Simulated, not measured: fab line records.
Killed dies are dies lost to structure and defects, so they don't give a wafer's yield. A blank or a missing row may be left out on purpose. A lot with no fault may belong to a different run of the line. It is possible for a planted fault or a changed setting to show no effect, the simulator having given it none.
fab line records	flow sky130
record: lots: 5	wafers: 15	last-day: 48
route steps=708 shown METAL1@443 VIA1@458 METAL2@483 PAD_OPEN@708
lots that met no fault: from a run of the same line without faults
start-h: start of the lot's first displayed wafer, in hours after the record's first day	wait-h: hours from the lot's prior step to this one	" unchanged from the row above	L1.1+2: several wafers, shown together as one row	- no value, or no start given	* or withheld: withheld	< > ~ a bound
route shown NAME@n: a module of which the file shows steps, and the number in the route of the first	usual: the fault-free wafers' mean and standard deviation	same: alike in all rows	chamber/n: place in a boat	sites: readings site by site	_std_site: how widely they spread, as a standard deviation	_edge_site: the outer-site mean with the inner-site mean subtracted	radius-mm: for every site, how far away it sits from the centre of the wafer	mask NAME#n: copy n	behind: the last tool/chamber to shape the wafer	hold: reason for holding the lot/hours on hold/outcome of the hold	device: which transistor (n, p or np) failed to switch	end of line: the same wafers' tests at the end of the route	a step with no rows: only its recipe	killed: dies that structure and defects cost at the first sort, which is not the same as the wafer's yield	map: per-die view of a wafer (x killed, . not killed, _ where there is no die)
set.NAME: the run value of the setting; set.NAME@STEP: its run value at that earlier step	model.NAME: the simulator's own value behind a step, which no gauge read
lots at selected steps of the route; one table per step, one row per wafer
services: a tool's chamber out of use, with start hour (start-h, from the record's first day; less than 0 if before it), hours out, and reason
== steps ==
step: SKY_METAL1_COAT_09
recipe: resist: BARC	temp-c: withheld	time-s: withheld	spin-rpm: 3000	resist-thk-nm: 60
step: SKY_METAL1_COAT_10
recipe: resist: KrF-thick	spin-rpm: 3000	resist-thk-nm: 450
step: SKY_METAL1_SOFTBAKE_11
recipe: temp-c: 100	time-s: 90	resist: KrF-thick
step: SKY_METAL1_EXPOSE_12
recipe: mask-id: MM1	na: 0.8	source-shape: annular	sigma-inner: 0.55	sigma-outer: 0.85	target-cd-nm: 140	dose-mj: 28
step: SKY_METAL1_PEB_13
recipe: peb-temp-c: withheld	peb-time-s: withheld	resist: KrF-thick
step: SKY_METAL1_DEVELOP_14
recipe: develop-time-s: 60	resist: KrF-thick	dev-temp-c: 21
step: SKY_METAL1_CD_MEAS_15
recipe: target-cd-nm: 140
usual: cd-nm: 139.9/1.4
lot.wafer	tool	chamber	start-h	wait-h	cd-nm
L212.2	cd-sem-01	-	778.76	-	141.6
L212.3	"	-	"	"	140.3
L212.6	"	-	"	"	140.3
L213.1	cd-sem-01	-	791.02	-	140.8
L213.3	"	-	"	"	138.8
L213.4	"	-	"	"	138.4
L219.3	cd-sem-01	-	844.00	-	139.2
L219.5	"	-	"	"	139.7
L219.6	"	-	"	"	139.2
L222.1	cd-sem-02	-	869.21	-	139.7
L222.2	"	-	"	"	138.9
L222.3	"	-	"	"	139.8
L223.1	cd-sem-01	-	874.52	-	144.1
L223.3	"	-	"	"	143.9
L223.5	"	-	"	"	142.1
step: SKY_METAL1_OVL_MEAS_16
usual: METAL1_OVL: 1/7
lot.wafer	tool	chamber	start-h	wait-h	METAL1_OVL[nm]
L212.2	overlay-02	-	778.87	0.1	-8
L212.3	"	-	"	"	-5
L212.6	"	-	"	"	-9
L213.1	overlay-01	-	791.14	0.1	11
L213.3	"	-	"	"	8
L213.4	"	-	"	"	7
L219.3	overlay-02	-	844.10	0.1	-3
L219.5	"	-	"	"	-6
L219.6	"	-	"	"	-11
L222.1	overlay-01	-	869.33	0.1	14
L222.2	"	-	"	"	9
L222.3	"	-	"	"	11
L223.1	overlay-02	-	874.64	0.1	3
L223.3	"	-	"	"	1
L223.5	"	-	"	"	2
step: SKY_METAL1_DESCUM_17
recipe: chemistry: O2	source-power-w: 150	bias-power-w: 0	pressure-mtorr: 10	temp-c: 40	time-s: 8
usual: drypump-motor-current-A: 5.4/0.37	oes-product-au: 0.999/0.0079
lot.wafer	tool	chamber	start-h	wait-h	drypump-motor-current-A	oes-product-au	rf-hours-counter-h
L212.2	rie-metal-03	0	778.90	0.0	5.6	0.987	9
L212.3	"	1	"	"	5.1	1.008	-
L212.6	"	0	"	"	5.7	0.996	-
L213.1	rie-metal-03	0	791.18	0.0	5.6	0.992	9
L213.3	"	0	"	"	5.7	0.991	-
L213.4	"	1	"	"	5.1	1.006	-
L219.3	rie-metal-04	1	844.13	0.0	5.7	0.998	-
L219.5	"	0	"	"	5.8	1.012	-
L219.6	"	1	"	"	5.7	1.007	-
L222.1	rie-metal-02	1	869.37	0.0	4.8	1.001	1
L222.2	"	0	"	"	5.6	0.992	13
L222.3	"	0	"	"	5.6	0.999	-
L223.1	rie-metal-04	1	874.68	0.0	5.7	1.003	8
L223.3	"	0	"	"	5.9	1.003	-
L223.5	"	1	"	"	5.7	1.009	-
step: SKY_METAL1_ETCH_18
recipe: chemistry: N2/H2	target: BARC	ion-energy-ev: 200	bias-w: 100	pressure-mtorr: 30	n2-flow-sccm: 100	h2-flow-sccm: 200	icp-w: 500	stop-on: SiO2	time-s: 45.9	target-depth-a: 600
step: SKY_METAL1_METAL_ETCH_19
recipe: target-depth-a: 3600	stop-on: SiO2	over-etch-frac: 0.3	time-s: 81.04	chemistry: Cl2/BCl3	resist-sidewall-deg: 88	pressure-mtorr: 10	icp-w: 900	bias-w: 48.5	Cl2_flow_sccm: 60	bcl3-flow-sccm: 30
usual: drypump-motor-current-A: 5.5/0.37	oes-product-au: 0.848/0.0054	throttle-valve-pct: 22.264/0.0096
lot.wafer	tool	chamber	start-h	wait-h	drypump-motor-current-A	oes-product-au	rf-hours-counter-h	throttle-valve-pct
L212.2	rie-metal-03	0	779.00	0.0	5.7	0.851	9	22.280
L212.3	"	1	"	"	5.1	0.836	-	22.280
L212.6	"	0	"	"	5.7	0.845	-	22.272
L213.1	rie-metal-03	0	791.28	0.0	5.7	0.852	9	22.276
L213.3	"	0	"	"	5.7	0.853	-	22.257
L213.4	"	1	"	"	5.1	0.850	-	22.273
L219.3	rie-metal-04	1	844.24	0.1	5.7	0.846	-	22.271
L219.5	"	0	"	"	5.9	0.854	-	22.268
L219.6	"	1	"	"	5.7	0.847	-	22.253
L222.1	rie-metal-02	1	869.46	0.0	4.8	0.839	1	22.263
L222.2	"	0	"	"	5.5	0.852	13	22.268
L222.3	"	0	"	"	5.6	0.848	-	22.274
L223.1	rie-metal-04	1	874.78	0.0	5.7	0.846	8	22.273
L223.3	"	0	"	"	5.9	0.851	-	22.271
L223.5	"	1	"	"	5.7	0.847	-	22.276
step: SKY_METAL1_STRIP_20
recipe: chemistry: O2/N2	power-w: 1400	pressure-mtorr: 1500	platen-temp-c: withheld	o2-flow-sccm: 3000	n2-flow-sccm: 300	overash-fraction: 0.5
step: SKY_METAL1_STRIP_21
recipe: chemistry: post-etch-residue-remover	time-s: 1200	temp-c: 72.5
lot.wafer	tool	chamber	start-h	wait-h
L212.2+3+6	wet-bench-02	0	779.19	0.1
L213.1+3+4	wet-bench-01	0	791.47	0.1
L219.3+5+6	wet-bench-04	1	844.40	0.0
L222.1+2+3	wet-bench-01	3	869.65	0.1
L223.1+3+5	wet-bench-04	0	874.97	0.1
step: SKY_METAL1_CLEAN_22
recipe: chemistry: IPA	time-s: 180	temp-c: 25
step: SKY_METAL1_CLEAN_23
recipe: chemistry: O3/DIW	dry: n2-spin
step: SKY_VIA1_HDPCVD_00
recipe: material: SiO2	target-thk-nm: 1030	sigma-open-frac: 0.3	time-s: 171.7	temp-c: 400	sih4-flow-sccm: 60	pressure-mtorr: 6
step: SKY_VIA1_THK_MEAS_01
recipe: reads: SiO2_of_VIA1_HDPCVD_00
usual: VIA1_HDPCVD_THK: 1030/12
lot.wafer	tool	chamber	start-h	wait-h	VIA1_HDPCVD_THK[nm]
L212.2	film-metro-03	-	779.80	0.1	1025
L212.3	"	-	"	"	1030
L212.6	"	-	"	"	1038
L213.1	film-metro-04	-	792.07	0.1	1030
L213.3	"	-	"	"	1025
L213.4	"	-	"	"	1026
L219.3	film-metro-04	-	845.03	0.1	1032
L219.5	"	-	"	"	1029
L219.6	"	-	"	"	1047
L222.1	film-metro-03	-	870.26	0.1	1044
L222.2	"	-	"	"	1043
L222.3	"	-	"	"	1034
L223.1	film-metro-04	-	875.57	0.1	1024
L223.3	"	-	"	"	1029
L223.5	"	-	"	"	1021
step: SKY_VIA1_CMP_02
recipe: material: SiO2	down-force-psi: 4	platen-rpm: 60	pad-velocity-m-s: 0.94248
step: SKY_VIA1_BOW_MEAS_03
recipe: mode: bow
usual: VIA1_BOW: 79/7
lot.wafer	tool	chamber	start-h	wait-h	VIA1_BOW[um]
L212.2	film-metro-03	-	780.17	0.2	75
L212.3	"	-	"	"	78
L212.6	"	-	"	"	76
L213.1	film-metro-03	-	792.43	0.2	71
L213.3	"	-	"	"	70
L213.4	"	-	"	"	80
L219.3	film-metro-03	-	845.41	0.3	81
L219.5	"	-	"	"	77
L219.6	"	-	"	"	67
L222.1	film-metro-03	-	870.62	0.2	73
L222.2	"	-	"	"	80
L222.3	"	-	"	"	74
L223.1	film-metro-01	-	875.93	0.2	83
L223.3	"	-	"	"	68
L223.5	"	-	"	"	80
step: SKY_VIA1_DEHYDRATE_04
recipe: temp-c: 200	time-s: 60
step: SKY_VIA1_HMDS_05
recipe: prime-time-s: 60	prime-temp-c: 120
step: SKY_VIA1_COAT_06
recipe: resist: BARC	temp-c: withheld	time-s: withheld	spin-rpm: 3000	resist-thk-nm: 60
step: SKY_VIA1_COAT_07
recipe: resist: KrF-thick	spin-rpm: 3000	resist-thk-nm: 450
step: SKY_VIA1_SOFTBAKE_08
recipe: temp-c: 100	time-s: 90	resist: KrF-thick
step: SKY_VIA1_EXPOSE_09
recipe: mask-id: VIM	na: 0.8	source-shape: annular	sigma-inner: 0.55	sigma-outer: 0.85	target-cd-nm: 150	dose-mj: 38
step: SKY_VIA1_PEB_10
recipe: peb-temp-c: withheld	peb-time-s: withheld	resist: KrF-thick
step: SKY_VIA1_DEVELOP_11
recipe: develop-time-s: 60	resist: KrF-thick	dev-temp-c: 21
step: SKY_VIA1_CD_MEAS_12
recipe: target-cd-nm: 150
usual: cd-nm: 150.1/1.8
lot.wafer	tool	chamber	start-h	wait-h	cd-nm
L212.2	cd-sem-01	-	806.04	-	150.4
L212.3	"	-	"	"	150.4
L212.6	"	-	"	"	151.2
L213.1	cd-sem-01	-	819.04	-	150.7
L213.3	"	-	"	"	151.9
L213.4	"	-	"	"	150.9
L219.3	cd-sem-02	-	871.49	-	147.0
L219.5	"	-	"	"	148.0
L219.6	"	-	"	"	147.0
L222.1	cd-sem-01	-	896.20	-	149.3
L222.2	"	-	"	"	149.8
L222.3	"	-	"	"	150.5
L223.1	cd-sem-02	-	901.51	-	147.2
L223.3	"	-	"	"	146.9
L223.5	"	-	"	"	147.0
step: SKY_VIA1_OVL_MEAS_13
usual: VIA1_OVL: 0/5.3
lot.wafer	tool	chamber	start-h	wait-h	VIA1_OVL[nm]
L212.2	overlay-02	-	806.15	0.1	-6
L212.3	"	-	"	"	-2
L212.6	"	-	"	"	1
L213.1	overlay-02	-	819.16	0.1	-11
L213.3	"	-	"	"	-2
L213.4	"	-	"	"	-5
L219.3	overlay-02	-	871.58	0.1	-2
L219.5	"	-	"	"	-1
L219.6	"	-	"	"	-4
L222.1	overlay-02	-	896.32	0.1	-10
L222.2	"	-	"	"	-3
L222.3	"	-	"	"	-5
L223.1	overlay-01	-	901.63	0.1	6
L223.3	"	-	"	"	1
L223.5	"	-	"	"	-2
step: SKY_VIA1_ETCH_14
recipe: chemistry: N2/H2	target: BARC	ion-energy-ev: 200	source-w: 500	bias-w: 100	pressure-mtorr: 30	n2-flow-sccm: 100	h2-flow-sccm: 200	stop-on: SiO2	time-s: 45.9	target-depth-a: 600
usual: drypump-motor-current-A: 5.7/0.57	oes-product-au: 0.854/0.0051	throttle-valve-pct: 13.225/0.0093
lot.wafer	tool	chamber	start-h	wait-h	drypump-motor-current-A	oes-product-au	rf-hours-counter-h	throttle-valve-pct
L212.2	rie-diel-03	0	806.18	0.0	5.6	0.859	13	13.208
L212.3	"	3	"	"	4.8	0.853	21	13.223
L212.6	"	0	"	"	5.6	0.856	-	13.223
L213.1	rie-diel-02	1	819.20	0.0	6.4	0.855	1	13.226
L213.3	"	2	"	"	5.7	0.853	13	13.219
L213.4	"	3	"	"	5.4	0.857	26	13.231
L219.3	rie-diel-01	1	871.60	0.0	4.9	0.852	3	13.240
L219.5	"	0	"	"	5.9	0.857	-	13.206
L219.6	"	3	"	"	5.7	0.853	-	13.239
L222.1	rie-diel-02	1	896.35	0.0	6.4	0.853	3	13.234
L222.2	"	2	"	"	5.7	0.851	15	13.225
L222.3	"	3	"	"	5.4	0.855	1	13.229
L223.1	rie-diel-03	0	901.67	0.0	5.6	0.852	16	13.240
L223.3	"	3	"	"	4.8	0.845	24	13.239
L223.5	"	1	"	"	6.8	0.852	-	13.235
step: SKY_VIA1_ETCH_15
recipe: target: SiO2	chemistry: C4F8/O2/Ar	target-depth-nm: 351	stop-on: TiN	mask-material: KrF-thick	source-w: 1500	bias-w: 1200	pressure-mtorr: 40	c4f8-flow-sccm: withheld	O2_flow_sccm: 6	Ar_flow_sccm: 300	time-s: 54
step: SKY_VIA1_STRIP_16
recipe: chemistry: O2/N2	power-w: 1400	pressure-mtorr: 1500	platen-temp-c: withheld	o2-flow-sccm: 3000	n2-flow-sccm: 300	overash-fraction: 0.5
step: SKY_VIA1_STRIP_17
recipe: chemistry: post-etch-residue-remover	time-s: 1200	temp-c: 72.5
step: SKY_VIA1_CLEAN_18
recipe: chemistry: IPA	time-s: 180	temp-c: 25
step: SKY_VIA1_CLEAN_19
recipe: chemistry: O3/DIW	dry: n2-spin
step: SKY_VIA1_SPUTTER_20
recipe: material: TiN	target-thk-nm: 20	chamber-pressure-pa: 5	power-w: 4000	time-s: 80
step: SKY_VIA1_CVD_21
recipe: material: W	target-thk-nm: 270	time-s: 80.902	temp-c: 400	pressure-torr: 40
usual: heater-power-w: 828/26
lot.wafer	tool	chamber	start-h	wait-h	heater-power-w
L212.2	cvd-w-01	0	806.93	0.0	868
L212.3	"	1	"	"	821
L212.6	"	1	"	"	845
L213.1	cvd-w-01	0	819.97	0.0	840
L213.3	"	0	"	"	850
L213.4	"	1	"	"	808
L219.3	cvd-w-01	0	872.42	0.1	854
L219.5	"	1	"	"	815
L219.6	"	0	"	"	863
L222.1	cvd-w-02	0	897.10	0.0	845
L222.2	"	1	"	"	832
L222.3	"	1	"	"	856
L223.1	cvd-w-02	1	902.42	0.0	830
L223.3	"	1	"	"	832
L223.5	"	0	"	"	856
step: SKY_VIA1_RS_MEAS_22
recipe: thk-meas-gauge: four-point-probe	reads: W_of_VIA1_CVD_21+TiN_of_VIA1_SPUTTER_20
usual: VIA1_W_RS: 0.428/0.0059
lot.wafer	tool	chamber	start-h	wait-h	VIA1_W_RS[ohm/sq]
L212.2	film-metro-04	-	807.04	0.1	0.437
L212.3	"	-	"	"	0.427
L212.6	"	-	"	"	0.430
L213.1	film-metro-04	-	820.07	0.1	0.438
L213.3	"	-	"	"	0.436
L213.4	"	-	"	"	0.422
L219.3	film-metro-04	-	872.52	0.1	0.430
L219.5	"	-	"	"	0.421
L219.6	"	-	"	"	0.433
L222.1	film-metro-04	-	897.20	0.1	0.424
L222.2	"	-	"	"	0.423
L222.3	"	-	"	"	0.427
L223.1	film-metro-03	-	902.51	0.1	0.421
L223.3	"	-	"	"	0.422
L223.5	"	-	"	"	0.418
step: SKY_VIA1_THK_MEAS_23
recipe: thk-meas-gauge: xrf	reads: W_of_VIA1_CVD_21
usual: VIA1_W_THK: 258/4.7
lot.wafer	tool	chamber	start-h	wait-h	VIA1_W_THK[nm]
L212.2	film-metro-04	-	807.15	0.1	251
L212.3	"	-	"	"	257
L212.6	"	-	"	"	255
L213.1	film-metro-04	-	820.19	0.1	249
L213.3	"	-	"	"	251
L213.4	"	-	"	"	258
L219.3	film-metro-04	-	872.62	0.1	257
L219.5	"	-	"	"	262
L219.6	"	-	"	"	257
L222.1	film-metro-04	-	897.32	0.1	261
L222.2	"	-	"	"	262
L222.3	"	-	"	"	259
L223.1	film-metro-03	-	902.63	0.1	265
L223.3	"	-	"	"	266
L223.5	"	-	"	"	269
step: SKY_VIA1_CMP_24
recipe: stop-on: SiO2	t-overpolish-s: 15	down-force-psi: 3.5	platen-rpm: 60	target-thk-nm: 0	pad-velocity-m-s: 0.94248
step: SKY_METAL2_SPUTTER_00
recipe: material: Ti	target-thk-nm: 15	power-w: 3000	time-s: 10	chamber-pressure-pa: 0.4
step: SKY_METAL2_SPUTTER_01
recipe: material: TiN	target-thk-nm: 20	power-w: 6500	time-s: 16.7	chamber-pressure-pa: 0.4
usual: throttle-valve-pct: 29.5/0.98
lot.wafer	tool	chamber	start-h	wait-h	throttle-valve-pct
L212.2	pvd-sputter-02	-	807.52	0.0	30.2
L212.3	"	-	"	"	29.4
L212.6	"	-	"	"	28.8
L213.1	pvd-sputter-02	-	820.57	0.0	28.0
L213.3	"	-	"	"	29.4
L213.4	"	-	"	"	28.4
L219.3	pvd-sputter-04	-	872.98	0.0	30.9
L219.5	"	-	"	"	29.7
L219.6	"	-	"	"	30.5
L222.1	pvd-sputter-02	-	897.70	0.0	29.2
L222.2	"	-	"	"	29.9
L222.3	"	-	"	"	28.7
L223.1	pvd-sputter-04	-	903.02	0.0	28.1
L223.3	"	-	"	"	29.6
L223.5	"	-	"	"	30.3
step: SKY_PAD_OPEN_PROBE_99
usual: defect-limited-yield: 82.6/2	killed_at_M0_to_M3: 43/7.6	killed_at_M4_up: 2.9/1.9	killed-at-contacts: 24/5	killed-at-front-end: 15/4.3	killed-at-other: 0.3/0.54	killed-dies: 85/10	killed-on-rim: 17/3.9	killed-open: 47/7	killed-short: 38/6.4	sort_bin_3_pad_short: 0.8/0.4	sort_bin_5_function: 10.3/1.6	sort_bin_6_memory: 6.2/1.1	sort-n-pass: 407/10	sort-yield-pct: 82.6/2
same: gross-dies: 492	killed-at-back-side: 0	sort_bin_4_leakage[%]: 0	sort_bin_8_speed[%]: 0
lot.wafer	tool	chamber	start-h	wait-h	defect-limited-yield[%]	killed_at_M0_to_M3	killed_at_M4_up	killed-at-contacts	killed-at-front-end	killed-at-other	killed-dies	killed-on-rim	killed-open	killed-short	sort_bin_3_pad_short[%]	sort_bin_5_function[%]	sort_bin_6_memory[%]	sort-n-pass	sort-yield-pct[%]	model.etest.tester.sort-n-pass	model.etest.tester.sort-yield-pct	model.etest.tester.sort_bin_5_pct	model.etest.tester.sort_bin_3_pct
L212.2	prober-02	-	1088.39	0.1	81.7	47	3	24	15	1	90	16	52	38	0.6	11.2	6.5	402	81.7	402	81.71	11.18	0.6098
L212.3	prober-02	-	1088.44	0.2	81.5	46	5	21	19	0	91	20	46	45	1.6	11.0	5.9	401	81.5	401	81.5	10.98	1.626
L212.6	prober-02	-	1088.59	0.2	80.9	41	9	18	25	1	94	15	55	39	0	10.6	8.5	398	80.9	398	80.89	10.57	0
L213.1	prober-01	-	1098.47	0.1	83.3	32	6	32	12	0	82	15	50	32	0.8	9.8	6.1	410	83.3	410	83.33	9.756	0.813
L213.3	prober-01	-	1098.57	0.2	82.7	40	1	32	11	1	85	19	49	36	0.6	11.0	5.7	407	82.7	407	82.72	10.98	0.6098
L213.4	prober-01	-	1098.62	0.2	81.9	42	8	29	10	0	89	22	42	47	1.4	10.0	6.7	403	81.9	403	81.91	9.959	1.423
L219.3	prober-02	-	1140.16	0.2	86.0	36	0	17	16	0	69	12	33	36	0.4	9.6	4.1	423	86.0	423	85.98	9.553	0.4065
L219.5	prober-02	-	1140.26	0.2	80.7	47	2	21	24	1	95	15	45	50	0.6	12.6	6.1	397	80.7	397	80.69	12.6	0.6098
L219.6	prober-02	-	1140.31	0.2	81.7	56	1	12	21	0	90	18	49	41	0.4	10.6	7.3	402	81.7	402	81.71	10.57	0.4065
L222.1	prober-02	-	1154.79	0.1	86.6	26	2	22	16	0	66	17	37	29	0.8	8.7	3.9	426	86.6	426	86.59	8.74	0.813
L222.2	prober-02	-	1154.84	0.1	84.3	40	2	26	9	0	77	19	38	39	0.8	10.2	4.7	415	84.3	415	84.35	10.16	0.813
L222.3	prober-02	-	1154.89	0.2	81.1	36	4	34	19	0	93	17	51	42	0.4	10.8	7.7	399	81.1	399	81.1	10.77	0.4065
L223.1	prober-01	-	1161.08	0.1	75.6	75	0	26	19	0	120	24	46	48	2.2	15.0	7.1	372	75.6	372	75.61	15.04	2.236
L223.3	prober-01	-	1161.18	0.2	80.1	68	2	21	7	0	98	18	40	32	1.8	11.6	6.5	394	80.1	394	80.08	11.59	1.829
L223.5	prober-01	-	1161.28	0.2	79.5	60	5	28	8	0	101	22	36	39	2.4	12.0	6.1	391	79.5	391	79.47	11.99	2.439
killed by level:class
L212.2 LI_CONTACT:geometric-particle:open=9 VIA3:geometric-particle:open=8 VIA1:geometric-particle:short=7 CONTACT:geometric-particle:open=6 METAL2:geometric-particle:short=6 VIA2:geometric-particle:open=6 POLY_GATE:geometric-particle:open=5 VIA3:geometric-particle:short=5
L212.3 VIA3:geometric-particle:open=9 VIA1:geometric-particle:open=8 FIELD_ISO:geometric-particle:short=7 LI_CONTACT:geometric-particle:open=7 CONTACT:geometric-particle:open=7 METAL2:geometric-particle:short=7 METAL1:geometric-particle:short=6 METAL3:geometric-particle:short=5
L212.6 VIA1:geometric-particle:open=9 LI_CONTACT:geometric-particle:open=8 FIELD_ISO:geometric-particle:open=7 FIELD_ISO:geometric-particle:short=6 POLY_GATE:geometric-particle:open=5 CONTACT:geometric-particle:open=5 VIA1:geometric-particle:short=5 VIA2:geometric-particle:open=5
L213.1 CONTACT:geometric-particle:open=12 VIA3:geometric-particle:open=8 LI_CONTACT:geometric-particle:open=8 VIA2:geometric-particle:open=8 VIA1:geometric-particle:open=6 POLY_GATE:geometric-particle:short=4 LI_CONTACT:geometric-particle:short=4 CONTACT:geometric-particle:short=4
L213.3 CONTACT:geometric-particle:open=13 VIA1:geometric-particle:open=9 LI_CONTACT:geometric-particle:open=6 METAL1:geometric-particle:short=5 CONTACT:geometric-particle:short=5 METAL1:geometric-particle:open=4 LI_CONTACT:geometric-particle:short=4 LOCAL_INTERCONNECT:geometric-particle:short=4
L213.4 VIA1:geometric-particle:open=9 CONTACT:geometric-particle:open=9 LI_CONTACT:geometric-particle:open=8 METAL4:geometric-particle:short=6 LOCAL_INTERCONNECT:geometric-particle:short=6 METAL3:geometric-particle:short=6 VIA3:geometric-particle:open=5 LI_CONTACT:geometric-particle:short=4
L219.3 VIA1:geometric-particle:open=9 METAL1:geometric-particle:short=8 LI_CONTACT:geometric-particle:open=7 VIA2:geometric-particle:short=5 VIA1:geometric-particle:short=5 LOCAL_INTERCONNECT:geometric-particle:short=4 FIELD_ISO:geometric-particle:short=3 CONTACT:geometric-particle:open=3
L219.5 VIA1:geometric-particle:open=11 LI_CONTACT:geometric-particle:open=9 FIELD_ISO:geometric-particle:short=7 POLY_GATE:geometric-particle:short=7 METAL2:geometric-particle:short=7 METAL1:geometric-particle:short=6 VIA2:geometric-particle:short=5 VIA3:geometric-particle:open=5
L219.6 VIA1:geometric-particle:open=11 METAL1:geometric-particle:short=7 VIA3:geometric-particle:open=7 FIELD_ISO:geometric-particle:open=6 FIELD_ISO:geometric-particle:short=6 VIA2:geometric-particle:open=6 VIA1:geometric-particle:short=6 METAL2:geometric-particle:open=5
L222.1 CONTACT:geometric-particle:short=10 VIA1:geometric-particle:open=10 CONTACT:geometric-particle:open=9 FIELD_ISO:geometric-particle:short=5 FIELD_ISO:geometric-particle:open=4 VIA2:geometric-particle:open=4 VIA3:geometric-particle:open=4 VIA1:geometric-particle:short=3
L222.2 CONTACT:geometric-particle:open=11 METAL1:geometric-particle:short=6 LI_CONTACT:geometric-particle:open=6 VIA1:geometric-particle:open=6 CONTACT:geometric-particle:short=5 VIA2:geometric-particle:open=5 VIA3:geometric-particle:short=5 VIA1:geometric-particle:short=4
L222.3 VIA1:geometric-particle:open=9 CONTACT:geometric-particle:short=9 LI_CONTACT:geometric-particle:open=8 VIA3:geometric-particle:open=8 CONTACT:geometric-particle:open=7 LI_CONTACT:geometric-particle:short=5 METAL2:geometric-particle:short=5 FIELD_ISO:geometric-particle:short=4
L223.1 METAL1:unspecified=26 CONTACT:geometric-particle:short=11 VIA1:geometric-particle:open=11 CONTACT:geometric-particle:open=8 VIA2:geometric-particle:open=8 METAL1:geometric-particle:short=6 FIELD_ISO:geometric-particle:open=5 FIELD_ISO:geometric-particle:short=5
L223.3 METAL1:unspecified=26 VIA1:geometric-particle:open=12 VIA1:geometric-particle:short=8 CONTACT:geometric-particle:open=7 LI_CONTACT:geometric-particle:open=6 METAL2:geometric-particle:short=5 VIA2:geometric-particle:open=5 FIELD_ISO:geometric-particle:open=4
L223.5 METAL1:unspecified=26 CONTACT:geometric-particle:open=7 CONTACT:geometric-particle:short=7 LI_CONTACT:geometric-particle:open=6 LOCAL_INTERCONNECT:geometric-particle:short=6 VIA2:geometric-particle:short=6 VIA1:geometric-particle:open=6 METAL1:geometric-particle:short=5
map L223.1 (x killed, . not)
__________.........x_________
________..x..........._______
______..x..x...x.x......_____
_____...x...x.x.....x..x.____
____.x......x..x.xx.x...x.___
___.....x.................x__
__...............xx..x......_
_.x......x.x........x....x..x
_..x.........x.x.......x...xx
_.x.x...xx..xxx.....x.....xxx
_.x....x......xxxx.x...xxxxxx
_......x.......x........xxxxx
_.xxx.....x..x..........xxxxx
_..x..x.x................xxxx
_x.....xx...........x....xxxx
__x...........x....xx....x.x_
___..x.x................x..__
____...x..x..x......xx....___
_____....xx.........x.x..____
______.x.......xxx.x...._____
________...x.x.x......_______
__________x.x...x..._________
map L219.5 (x killed, . not)
__________........xx_________
________x...x.x..x...._______
______.x...x.x.x..x....._____
_____x...x....x..x....x..____
____..x....x.........x.x.x___
___...x....x...............__
__...xxx.........x.xxx......_
_.xx...x.....x......xx..x....
_.........x..x...x...x.xx....
_.....x.x.............x......
_.......x....x..........x....
_x.x...x.x...........x......x
_....xxx........x...x.....x..
_......x..........x.......xx.
_..x.....xxxx.x....x.....x...
__x....xx..........x..x....._
___x..............x.xx.....__
____....x.........x....x.x___
_____..x..xx..x.........x____
______....x...x........._____
________.x............_______
__________.......x.._________
== services ==
tool	chamber	start-h	hours	kind
rie-metal-04	-	756.27	0.7	repair
pvd-sputter-02	1	779.65	-	consumable-replace:kit
pvd-sputter-02	1	779.65	18.0	scheduled-down
pvd-sputter-02	1	779.65	18.0	vent-cycle
pvd-sputter-02	-	790.80	6.8	repair
pvd-sputter-04	-	794.33	1.5	repair
rie-metal-04	0	799.96	-	clean
rie-metal-04	0	799.96	22.0	scheduled-down
rie-metal-04	0	799.96	22.0	vent-cycle
wet-bench-04	-	824.25	1.5	repair
rie-diel-01	0	831.13	16.3	repair
cvd-w-02	-	831.65	6.9	pm
rie-metal-02	1	834.70	-	clean
rie-metal-02	1	834.70	12.6	scheduled-down
rie-metal-02	1	834.70	12.6	vent-cycle
rie-diel-02	3	839.64	-	clean
rie-diel-02	3	839.64	21.7	scheduled-down
rie-diel-02	3	839.64	21.7	vent-cycle
pvd-sputter-04	1	873.10	-	consumable-replace:kit
pvd-sputter-04	1	873.10	18.0	scheduled-down
rie-diel-03	0	877.53	3.0	repair
rie-metal-03	-	880.38	1.4	pm
rie-diel-01	1	889.88	3.0	repair
rie-diel-01	-	901.19	2.8	pm
== key ==
first-sign: step: SKY_PAD_OPEN_PROBE_99	reading: sort_bin_3_pad_short	direction: up	sigmas: 3.4	usual: 0.8	struck: 2.2
effect: step: SKY_PAD_OPEN_PROBE_99	reading: killed_at_M0_to_M3	direction: up	sigmas: 3.2	usual: 43	struck: 68
model-effect: step: SKY_PAD_OPEN_PROBE_99	value: etest.tester.sort-n-pass	without: 409	struck: 385.7
met-at SKY_METAL1_STRIP_21
struck-wafers L223.1,L223.3,L223.5
also-fits time
fault: kind: chamber-particle-source	tool: wet-bench-04	chamber: 0	onset-h: 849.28	steps: SKY_METAL1_STRIP_21	rate-per-visit-cm2: 1.3169	end-h: 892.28
